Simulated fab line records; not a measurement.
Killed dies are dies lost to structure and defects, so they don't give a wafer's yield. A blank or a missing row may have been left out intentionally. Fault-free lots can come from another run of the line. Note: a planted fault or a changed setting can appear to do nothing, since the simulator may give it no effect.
fab line records ; flow sky130
[record] lots = 6; wafers = 18; last-day = 49
route steps=708 shown CONTACT@407 PAD_OPEN@708
lots that met no fault: taken from a fault-free run of the same line
start-h: start of the lot's first displayed wafer, in hours after the record's first day ; wait-h: hours since the lot's step before ; " unchanged from the row above ; L1.1+2: several wafers, shown together as one row ; - value missing, or start not given ; * or withheld: withheld ; < > ~ a bound
route shown NAME@n: a module of which the file shows steps, and the number in the route of the first ; usual: the fault-free wafers' mean and standard deviation ; same: alike in all rows ; chamber/n: place in a boat ; sites: per-site readings ; _std_site: standard deviation across them ; _edge_site: inner sites' mean taken away from outer sites' mean ; radius-mm: how far each site lies from the wafer's centre ; mask NAME#n: copy n ; behind: tool/chamber where the wafer was last shaped ; hold: what put the lot on hold/how long, in hours/how the hold closed ; device: which transistor (n, p or np) failed to switch ; end of line: at the end of the route, the tests of the same wafers ; a step without rows: its recipe alone ; killed: count of dies lost to structure and defects at first sort (not the wafer's yield) ; map: per-die view of a wafer (x killed, . not killed, _ where there is no die)
set.NAME: setting as actually run; set.NAME@STEP: the setting as run at that earlier step ; model.NAME: the simulator's own value behind a step, which no gauge read
lots at selected steps of the route; one table per step, one row per wafer
services: when a tool's chamber went out of use (start-h, in hours from the record's first day, below 0 if earlier), for how many hours, and the reason
[[steps]]
[step SKY_CONTACT_THK_MEAS_01]
[recipe] reads = Si3N4_of_CONTACT_CVD_00
[usual] CONTACT_CVD_00_THK = 75.0/0.85
lot.wafer;tool;chamber;start-h;wait-h;CONTACT_CVD_00_THK[nm]
L404.1;film-metro-02;-;716.97;-;74.6
L404.2;film-metro-02;-;716.97;-;75.3
L404.3;film-metro-02;-;716.97;-;74.3
L415.2;film-metro-03;-;801.81;-;74.0
L415.4;film-metro-03;-;801.81;-;75.0
L415.5;film-metro-03;-;801.81;-;75.2
L414.3;film-metro-03;-;806.00;-;75.6
L414.5;film-metro-03;-;806.00;-;76.8
L414.6;film-metro-03;-;806.00;-;76.0
L419.1;film-metro-03;-;842.61;-;76.2
L419.5;film-metro-03;-;842.61;-;76.3
L419.6;film-metro-03;-;842.61;-;75.6
L422.1;film-metro-04;-;854.33;-;75.1
L422.4;film-metro-04;-;854.33;-;76.6
L422.5;film-metro-04;-;854.33;-;76.4
L423.4;film-metro-03;-;861.73;-;75.2
L423.5;film-metro-03;-;861.73;-;74.9
L423.6;film-metro-03;-;861.73;-;75.4
[step SKY_CONTACT_HDPCVD_02]
[recipe] material = SiO2; target-thk-nm = 565; sigma-open-frac = 0.3; time-s = 94.2; temp-c = 600; sih4-flow-sccm = 60; pressure-mtorr = 6
[step SKY_CONTACT_THK_MEAS_03]
[recipe] reads = SiO2_of_CONTACT_HDPCVD_02
[usual] CONTACT_HDPCVD_THK = 566/6.1
lot.wafer;tool;chamber;start-h;wait-h;CONTACT_HDPCVD_THK[nm]
L404.1;film-metro-04;-;717.10;0.0;567
L404.2;film-metro-04;-;717.10;0.0;579
L404.3;film-metro-04;-;717.10;0.0;562
L415.2;film-metro-02;-;801.94;0.0;564
L415.4;film-metro-02;-;801.94;0.0;574
L415.5;film-metro-02;-;801.94;0.0;571
L414.3;film-metro-02;-;806.13;0.1;566
L414.5;film-metro-02;-;806.13;0.1;562
L414.6;film-metro-02;-;806.13;0.1;563
L419.1;film-metro-04;-;842.74;0.0;570
L419.5;film-metro-04;-;842.74;0.0;569
L419.6;film-metro-04;-;842.74;0.0;567
L422.1;film-metro-04;-;854.46;0.0;563
L422.4;film-metro-04;-;854.46;0.0;557
L422.5;film-metro-04;-;854.46;0.0;559
L423.4;film-metro-02;-;861.86;0.0;573
L423.5;film-metro-02;-;861.86;0.0;570
L423.6;film-metro-02;-;861.86;0.0;566
[step SKY_CONTACT_CMP_04]
[recipe] material = SiO2; down-force-psi = 4; platen-rpm = 60; pad-velocity-m-s = 0.94248
[usual] motor-current-A = 13.0/1.1; time-to-endpoint-s = 82/3.7
lot.wafer;tool;chamber;start-h;wait-h;motor-current-A;time-to-endpoint-s
L404.2;cmp-01;3;717.16;0.0;13.2;87
L404.1;cmp-01;1;717.16;0.0;12.1;75
L404.3;cmp-01;2;717.16;0.0;13.5;79
L415.2;cmp-02;2;801.99;0.0;12.6;81
L415.4;cmp-02;3;801.99;0.0;12.9;85
L415.5;cmp-02;2;801.99;0.0;12.2;82
L414.3;cmp-01;0;806.32;0.2;14.8;78
L414.5;cmp-01;1;806.32;0.2;12.1;77
L414.6;cmp-01;2;806.32;0.2;13.4;80
L419.1;cmp-02;0;842.80;0.1;13.2;86
L419.6;cmp-02;0;842.80;0.1;12.4;86
L419.5;cmp-02;1;842.80;0.1;10.8;87
L422.1;cmp-01;1;854.52;0.1;12.5;81
L422.4;cmp-01;3;854.52;0.1;12.9;78
L422.5;cmp-01;1;854.52;0.1;12.0;77
L423.4;cmp-02;1;861.94;0.1;11.0;87
L423.5;cmp-02;0;861.94;0.1;13.7;86
L423.6;cmp-02;1;861.94;0.1;10.9;85
[step SKY_CONTACT_BOW_MEAS_05]
[recipe] mode = bow
[usual] CONTACT_BOW = 80/7.1
lot.wafer;tool;chamber;start-h;wait-h;CONTACT_BOW[um]
L404.1;film-metro-03;-;717.46;0.1;84
L404.2;film-metro-03;-;717.46;0.1;91
L404.3;film-metro-03;-;717.46;0.1;83
L415.2;film-metro-03;-;802.31;0.3;86
L415.4;film-metro-03;-;802.31;0.3;97
L415.5;film-metro-03;-;802.31;0.3;80
L414.3;film-metro-02;-;806.51;0.1;79
L414.5;film-metro-02;-;806.51;0.1;88
L414.6;film-metro-02;-;806.51;0.1;73
L419.1;film-metro-02;-;843.10;0.2;90
L419.5;film-metro-02;-;843.10;0.2;82
L419.6;film-metro-02;-;843.10;0.2;83
L422.1;film-metro-02;-;854.82;0.2;70
L422.4;film-metro-02;-;854.82;0.2;81
L422.5;film-metro-02;-;854.82;0.2;82
L423.4;film-metro-03;-;862.25;0.3;75
L423.5;film-metro-03;-;862.25;0.3;84
L423.6;film-metro-03;-;862.25;0.3;84
[step SKY_CONTACT_DEHYDRATE_06]
[recipe] temp-c = 200; time-s = 60
[step SKY_CONTACT_HMDS_07]
[recipe] prime-time-s = 60; prime-temp-c = 120
[step SKY_CONTACT_COAT_08]
[recipe] resist = BARC; temp-c = withheld; time-s = withheld; spin-rpm = 3000; resist-thk-nm = 60
[step SKY_CONTACT_COAT_09]
[recipe] resist = KrF-thick; spin-rpm = 3000; resist-thk-nm = 450
[step SKY_CONTACT_SOFTBAKE_10]
[recipe] temp-c = 100; time-s = 85.71; resist = KrF-thick
[step SKY_CONTACT_EXPOSE_11]
[recipe] mask-id = CTM1; na = 0.8; source-shape = annular; sigma-inner = 0.55; sigma-outer = 0.85; target-cd-nm = 170; dose-mj = 38
[step SKY_CONTACT_PEB_12]
[recipe] peb-temp-c = withheld; peb-time-s = withheld; resist = KrF-thick
[step SKY_CONTACT_DEVELOP_13]
[recipe] develop-time-s = 60; resist = KrF-thick; dev-temp-c = 21
[usual] developer-temp-C = 20.97/0.11; exhaust-pa = 45.0/0.94
lot.wafer;tool;chamber;start-h;wait-h;developer-temp-C;exhaust-pa
L404.1;litho-track-01;0;744;-;21.01;44.5
L404.2;litho-track-01;0;744;-;20.96;44.8
L404.3;litho-track-01;0;744;-;21.10;44.1
L415.2;litho-track-01;0;829;-;20.02;45.9
L415.4;litho-track-01;0;829;-;20.11;45.4
L415.5;litho-track-01;0;829;-;20.24;45.8
L414.3;litho-track-01;0;832;-;20.03;46.0
L414.5;litho-track-01;0;832;-;20.03;45.8
L414.6;litho-track-01;0;832;-;20.08;45.0
L419.1;litho-track-04;0;868;-;20.97;44.6
L419.5;litho-track-04;0;868;-;21.11;45.2
L419.6;litho-track-04;0;868;-;20.88;44.7
L422.1;litho-track-04;0;880;-;21.05;44.6
L422.4;litho-track-04;0;880;-;20.91;45.1
L422.5;litho-track-04;0;880;-;20.95;45.5
L423.4;litho-track-02;0;888;-;21.09;44.9
L423.5;litho-track-02;0;888;-;20.91;44.7
L423.6;litho-track-02;0;888;-;20.94;42.8
[step SKY_CONTACT_CD_MEAS_14]
[recipe] target-cd-nm = 170
[usual] cd-nm = 170.5/1.7
lot.wafer;tool;chamber;start-h;wait-h;cd-nm
L404.1;cd-sem-01;-;745.08;-;169.9
L404.2;cd-sem-01;-;745.08;-;171.7
L404.3;cd-sem-01;-;745.08;-;171.1
L415.2;cd-sem-02;-;829.45;-;169.9
L415.4;cd-sem-02;-;829.45;-;168.2
L415.5;cd-sem-02;-;829.45;-;169.4
L414.3;cd-sem-02;-;832.84;-;169.4
L414.5;cd-sem-02;-;832.84;-;169.5
L414.6;cd-sem-02;-;832.84;-;168.5
L419.1;cd-sem-01;-;868.92;-;170.8
L419.5;cd-sem-01;-;868.92;-;170.4
L419.6;cd-sem-01;-;868.92;-;170.9
L422.1;cd-sem-01;-;880.47;-;171.0
L422.4;cd-sem-01;-;880.47;-;170.5
L422.5;cd-sem-01;-;880.47;-;172.2
L423.4;cd-sem-01;-;888.67;-;172.3
L423.5;cd-sem-01;-;888.67;-;172.2
L423.6;cd-sem-01;-;888.67;-;170.5
[step SKY_PAD_OPEN_PROBE_99]
[usual] killed_at_M0_to_M3 = 45/6.9; killed_at_M4_up = 3.2/1.8; killed-at-contacts = 25/5.3; killed-at-front-end = 16/4.3; killed-at-other = 0.2/0.52; killed-dies = 88/8.7; killed-open = 48/6.5; killed-short = 40/6
[same] gross-dies = 492; killed-at-back-side = 0
lot.wafer;tool;chamber;start-h;wait-h;killed_at_M0_to_M3;killed_at_M4_up;killed-at-contacts;killed-at-front-end;killed-at-other;killed-dies;killed-open;killed-short
L415.2;prober-02;-;1150.58;0.1;45;3;29;11;0;88;42;46
L415.4;prober-02;-;1150.68;0.2;37;1;27;14;0;79;40;37
L415.5;prober-02;-;1150.73;0.2;55;0;23;13;1;92;43;49
L419.1;prober-01;-;1176.54;0.1;42;5;28;13;0;88;47;40
L419.5;prober-01;-;1176.74;0.2;50;1;20;13;0;84;42;42
L419.6;prober-01;-;1176.79;0.2;47;2;21;16;0;86;41;44
L423.4;prober-01;-;1183.59;0.2;50;3;20;15;1;89;49;39
L423.5;prober-01;-;1183.64;0.2;48;1;23;17;0;89;44;45
L423.6;prober-01;-;1183.69;0.2;39;4;29;9;0;81;41;40
// killed by level:class
L415.2 METAL2:geometric-particle:short=13 CONTACT:geometric-particle:open=10 LI_CONTACT:geometric-particle:open=9 VIA3:geometric-particle:open=7 LOCAL_INTERCONNECT:geometric-particle:short=6 VIA1:geometric-particle:open=6 VIA1:geometric-particle:short=5 FIELD_ISO:geometric-particle:open=4
L415.4 CONTACT:geometric-particle:open=8 METAL1:geometric-particle:short=8 LI_CONTACT:geometric-particle:open=8 VIA1:geometric-particle:open=8 METAL2:geometric-particle:short=7 METAL1:geometric-particle:open=5 LOCAL_INTERCONNECT:geometric-particle:short=5 CONTACT:geometric-particle:short=5
L415.5 METAL1:geometric-particle:short=10 VIA3:geometric-particle:open=10 VIA1:geometric-particle:short=8 VIA1:geometric-particle:open=8 CONTACT:geometric-particle:open=7 LI_CONTACT:geometric-particle:open=5 FIELD_ISO:geometric-particle:short=4 POLY_GATE:geometric-particle:short=4
L419.1 CONTACT:geometric-particle:open=13 VIA1:geometric-particle:open=11 LOCAL_INTERCONNECT:geometric-particle:short=9 METAL1:geometric-particle:short=7 VIA1:geometric-particle:short=6 VIA2:geometric-particle:open=4 VIA3:geometric-particle:open=4 FIELD_ISO:geometric-particle:short=3
L419.5 VIA1:geometric-particle:open=9 VIA2:geometric-particle:open=9 LOCAL_INTERCONNECT:geometric-particle:short=6 METAL2:geometric-particle:short=5 LI_CONTACT:geometric-particle:open=5 VIA2:geometric-particle:short=5 VIA3:geometric-particle:open=5 METAL1:geometric-particle:short=4
L419.6 VIA1:geometric-particle:open=14 CONTACT:geometric-particle:short=11 VIA2:geometric-particle:short=6 POLY_GATE:geometric-particle:open=5 VIA1:geometric-particle:short=5 VIA2:geometric-particle:open=5 CONTACT:geometric-particle:open=4 METAL1:geometric-particle:short=4
L423.4 VIA3:geometric-particle:open=10 CONTACT:geometric-particle:open=9 VIA1:geometric-particle:open=9 VIA3:geometric-particle:short=6 VIA2:geometric-particle:open=6 METAL1:geometric-particle:short=6 POLY_GATE:geometric-particle:open=5 VIA1:geometric-particle:short=5
L423.5 CONTACT:geometric-particle:open=11 METAL2:geometric-particle:short=8 VIA1:geometric-particle:open=7 VIA3:geometric-particle:short=6 POLY_GATE:geometric-particle:short=6 VIA3:geometric-particle:open=6 FIELD_ISO:geometric-particle:open=4 POLY_GATE:geometric-particle:open=4
L423.6 CONTACT:geometric-particle:open=16 METAL2:geometric-particle:short=7 METAL3:geometric-particle:short=6 VIA2:geometric-particle:open=5 LOCAL_INTERCONNECT:geometric-particle:short=5 METAL1:geometric-particle:short=5 VIA3:geometric-particle:open=4 CONTACT:geometric-particle:short=4
[[services]]
tool;chamber;start-h;hours;kind
cmp-01;-;703.26;1.1;repair
cmp-01;-;744.30;4.0;pm
cmp-01;-;748.30;-;consumable-replace:conditioner
cmp-01;-;748.30;-;consumable-replace:pad
[[key]]
[first-sign] step = SKY_CONTACT_DEVELOP_13; reading = developer-temp-C; direction = down; sigmas = 8.3; usual = *; struck = *
effect none on later readings
met-at SKY_CONTACT_DEVELOP_13
struck-wafers L414.3,L414.5,L414.6,L415.2,L415.4,L415.5
tester-left-out L414,L415
onset-between 744 829
[fault] kind = process-parameter-drift; tool = litho-track-01; chamber = -; onset-h = 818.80; steps = SKY_CONTACT_DEVELOP_13; channel = dev-temp-c; offset = *; shape = step; end-h = 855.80; acts-in = *; stated = *
// tester-left-out: of these lots the tester's yield and bins aren't shown, on N5 and GAA mostly nor the transistor test; their killed dies are dies lost to structure and defects alone, not to doping, threshold or leakage, so they don't give the yield
